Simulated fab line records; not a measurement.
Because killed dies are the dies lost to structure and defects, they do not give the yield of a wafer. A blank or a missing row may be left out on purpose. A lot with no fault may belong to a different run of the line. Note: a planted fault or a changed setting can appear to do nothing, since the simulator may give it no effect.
Tool commonality check + flow sky130 + 11 lots, 33 wafers sampled

## WHAT PROMPTED THE OPENING
At SKY_POLY_GATE_THK_MEAS_21 the reading POLY_GATE_OXIDATION_THK is flagged on 2 of 11 lots. Wafers without a fault read 3.97 nm, standard deviation 0.075.
Rule: a lot gets a flag if all its wafers with a number sit over 4 standard deviations from that mean, or if no wafer of it has a number. The other lots count as sound.

| lot  | measured     | on            | POLY_GATE_OXIDATION_THK (nm), wafer by wafer | flag    |
|------|--------------|---------------|----------------------------------------------|---------|
| L224 | day 16 05:08 | film metro-01 | 4.00 4.02 4.08                               |         |
| L226 | day 17 00:08 | film metro-02 | 3.99 3.95 4.10                               |         |
| L230 | day 18 15:43 | film metro-01 | 3.74 3.90 3.81                               |         |
| L229 | day 18 20:35 | film metro-01 | 4.04 3.94 4.01                               |         |
| L232 | day 19 11:32 | film metro-04 | 3.95 3.97 3.93                               |         |
| L234 | day 20 08:27 | film metro-04 | 2.70 2.74 2.71                               | FLAGGED |
| L235 | day 20 15:39 | film metro-02 | 2.75 2.70 2.74                               | FLAGGED |
| L241 | day 22 20:51 | film metro-04 | 3.99 3.97 3.95                               |         |
| L242 | day 23 04:25 | film metro-04 | 3.91 3.98 3.92                               |         |
| L245 | day 24 06:11 | film metro-02 | 4.07 4.07 4.01                               |         |
| L247 | day 24 16:26 | film metro-01 | 3.92 4.00 3.94                               |         |
Average over the flagged lots: 2.72 nm; offset from the usual -1.25 nm, equal to -17 standard deviations.

## LOT BY LOT: THE TOOL USED
Before the reading, the record contains 2 process steps out of a 708-step route. Cell contents, in order: the tool; ch with the chambers the sampled wafers went through; the start.
| lot  | flag    | SKY_RES_PROTECT_STRIP_07             | SKY_POLY_GATE_OXIDATION_20    |
|------|---------|--------------------------------------|-------------------------------|
| L224 |         | plasma asher-04 ch 0,1, day 14 19:14 | furnace-02 ch 0, day 16 03:53 |
| L226 |         | plasma asher-02 ch 0,1, day 15 15:16 | furnace-01 ch 0, day 16 22:53 |
| L230 |         | plasma asher-04 ch 0,1, day 17 05:52 | furnace-01 ch 0, day 18 14:28 |
| L229 |         | plasma asher-02 ch 0,1, day 17 07:49 | furnace-02 ch 0, day 18 19:20 |
| L232 |         | plasma asher-02 ch 0,1, day 17 23:50 | furnace-01 ch 0, day 19 10:17 |
| L234 | FLAGGED | plasma asher-02 ch 0,1, day 18 18:12 | furnace-01 ch 0, day 20 07:11 |
| L235 | FLAGGED | plasma asher-02 ch 0,1, day 19 05:43 | furnace-01 ch 0, day 20 14:23 |
| L241 |         | plasma asher-02 ch 0,1, day 21 06:34 | furnace-02 ch 0, day 22 19:35 |
| L242 |         | plasma asher-02 ch 0,1, day 21 18:04 | furnace-02 ch 0, day 23 03:09 |
| L245 |         | plasma asher-02 ch 1, day 22 19:23   | furnace-01 ch 0, day 24 04:57 |
| L247 |         | plasma asher-04 ch 0,1, day 23 06:04 | furnace-01 ch 0, day 24 15:11 |
These steps, and what they do:
- SKY_RES_PROTECT_STRIP_07: strips in O2/N2.
- SKY_POLY_GATE_OXIDATION_20: stabilise 600 s, purge 300 s, target thk 4 nm.
- SKY_POLY_GATE_THK_MEAS_21

## FLAGGED AGAINST TOTAL, ONE TOOL AT A TIME (gauges that did the reading follow at the end)
| step                       | tool            | lots run | flagged | share of the flagged lots | sound lots run after its first flagged lot |
|----------------------------|-----------------|----------|---------|---------------------------|--------------------------------------------|
| SKY_RES_PROTECT_STRIP_07   | plasma asher-02 | 8        | 2       | all                       | 3 (L241,L242,L245)                         |
| SKY_RES_PROTECT_STRIP_07   | plasma asher-04 | 3        | 0       | none                      | -                                          |
| SKY_POLY_GATE_OXIDATION_20 | furnace-01      | 7        | 2       | all                       | 2 (L245,L247)                              |
| SKY_POLY_GATE_OXIDATION_20 | furnace-02      | 4        | 0       | none                      | -                                          |
| SKY_POLY_GATE_THK_MEAS_21  | film metro-01   | 4        | 0       | none                      | -                                          |
| SKY_POLY_GATE_THK_MEAS_21  | film metro-02   | 3        | 1       | some                      | 1 (L245)                                   |
| SKY_POLY_GATE_THK_MEAS_21  | film metro-04   | 4        | 1       | some                      | 2 (L241,L242)                              |

## THE TABLE: WHAT IT ALLOWS
In 2 table rows, all flagged lots were run: plasma asher-02 (SKY_RES_PROTECT_STRIP_07), furnace-01 (SKY_POLY_GATE_OXIDATION_20).
- plasma asher-02 at SKY_RES_PROTECT_STRIP_07 ran 8 lots, 2 of them flagged. Sound lots followed the first flagged one (L241, L242, L245) on it, something a lasting fault affecting the whole tool could not allow.
- furnace-01 at SKY_POLY_GATE_OXIDATION_20 ran 7 lots, 2 of them flagged. Sound lots followed the first flagged one (L245, L247) on it, something a lasting fault affecting the whole tool could not allow. Its own readings lie more than 4 standard deviations out on every wafer of the flagged lots: spike tc bottom C, spike tc centre C, spike tc lower C, spike tc top C, spike tc upper C, tube center temp C, tube_center_temp_C_max, zone power lower pct, zone power upper pct.
There is no row in the table that ran each flagged lot and no sound lot after the first.

## WHAT THE SIMULATOR PUT IN
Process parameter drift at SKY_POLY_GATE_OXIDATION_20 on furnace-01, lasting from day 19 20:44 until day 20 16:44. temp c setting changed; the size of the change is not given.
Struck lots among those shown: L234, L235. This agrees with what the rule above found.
